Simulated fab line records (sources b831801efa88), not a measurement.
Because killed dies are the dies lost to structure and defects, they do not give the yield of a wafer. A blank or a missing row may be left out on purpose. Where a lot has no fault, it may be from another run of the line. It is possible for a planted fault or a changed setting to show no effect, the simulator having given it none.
The same fault as seen by 2 desks :: flow sky130 :: numbers are kept per desk, each desk with only its own; the story behind them comes last

## TOOL OWNER'S DESK, iline-stepper-02
The tool's own readings at SKY_PWDE_EXPOSE_04 (exposes mask PWDEM, target cd 840 nm): means of the sampled wafers that have a number, for each lot that ran on this tool. If a lot's mean is further than 4 standard deviations from the usual mean, the lot is out of limits and carries the mark OUT (the distance appears in the brackets).
Columns: A = exposure-dose-mJ-cm2 at SKY_PWDE_EXPOSE_04, usual 214.01; B = focus-offset-nm at SKY_PWDE_EXPOSE_04, usual 0.1 nm
lot: L301
first seen here: day 6 18:05
A: 214.15
B: 0.0

lot: L308
first seen here: day 8 13:12
A: 214.19
B: -0.1

lot: L307
first seen here: day 8 13:39
A: 214.33
B: -0.5

lot: L309
first seen here: day 8 19:15
A: 214.02
B: 0.2
Finding of this desk: none of the 4 lots has anything out of limits.

## THE METROLOGY DESK
Means of the sampled wafers that have a number, per lot and without regard to the tool the lot ran on: this is what the gauges read. If a lot's mean is further than 4 standard deviations from the usual mean, the lot is out of limits and carries the mark OUT (the distance appears in the brackets).
Columns: A = FIELD_ISO_CVD_03_THK at SKY_FIELD_ISO_THK_MEAS_04, usual 164.8 nm; B = PWDE_OVL at SKY_PWDE_OVL_MEAS_07, usual 0.1 nm; C = PWDE_RS at SKY_NWELL_RS_MEAS_31, usual 5368 ohm/sq
lot: L288
first seen here: day 1 19:34
A: 164.4
B: 1.1
C: 5335

lot: L289
first seen here: day 1 23:46
A: 166.1
B: -0.1
C: 5339

lot: L290
first seen here: day 2 04:53
A: 164.6
B: 0.4
C: 5373

lot: L292
first seen here: day 2 17:20
A: 162.5
B: 0.6
C: 5365

lot: L293
first seen here: day 2 22:44
A: 166.9
B: -0.4
C: 5400

lot: L297
first seen here: day 3 16:31
A: 164.4
B: -
C: 5378

lot: L298
first seen here: day 3 20:37
A: 163.3
B: -
C: 5347

lot: L299
first seen here: day 4 01:46
A: 164.1
B: -
C: 5359

lot: L301
first seen here: day 4 11:29
A: 163.2
B: -1.0
C: 5392

lot: L305
first seen here: day 5 10:40
A: 167.8
B: -1.5
C: 5354

lot: L306
first seen here: day 5 15:23
A: 164.7
B: 1.5
C: 5371

lot: L307
first seen here: day 5 19:26
A: 162.7
B: 0.8
C: 5384

lot: L308
first seen here: day 5 23:08
A: 168.1
B: -0.2
C: 5361

lot: L309
first seen here: day 6 07:19
A: 163.3
B: 1.0
C: 5348

lot: L310
first seen here: day 6 14:32
A: 165.2
B: 1.2
C: 5352
Finding of this desk: none of the 15 lots has anything out of limits.

## PUT TOGETHER
The tool owner's desk saw nothing out of limits.
Nothing out of limits was seen by the metrology desk.

## WHAT HAD BEEN PUT IN BY THE SIMULATOR
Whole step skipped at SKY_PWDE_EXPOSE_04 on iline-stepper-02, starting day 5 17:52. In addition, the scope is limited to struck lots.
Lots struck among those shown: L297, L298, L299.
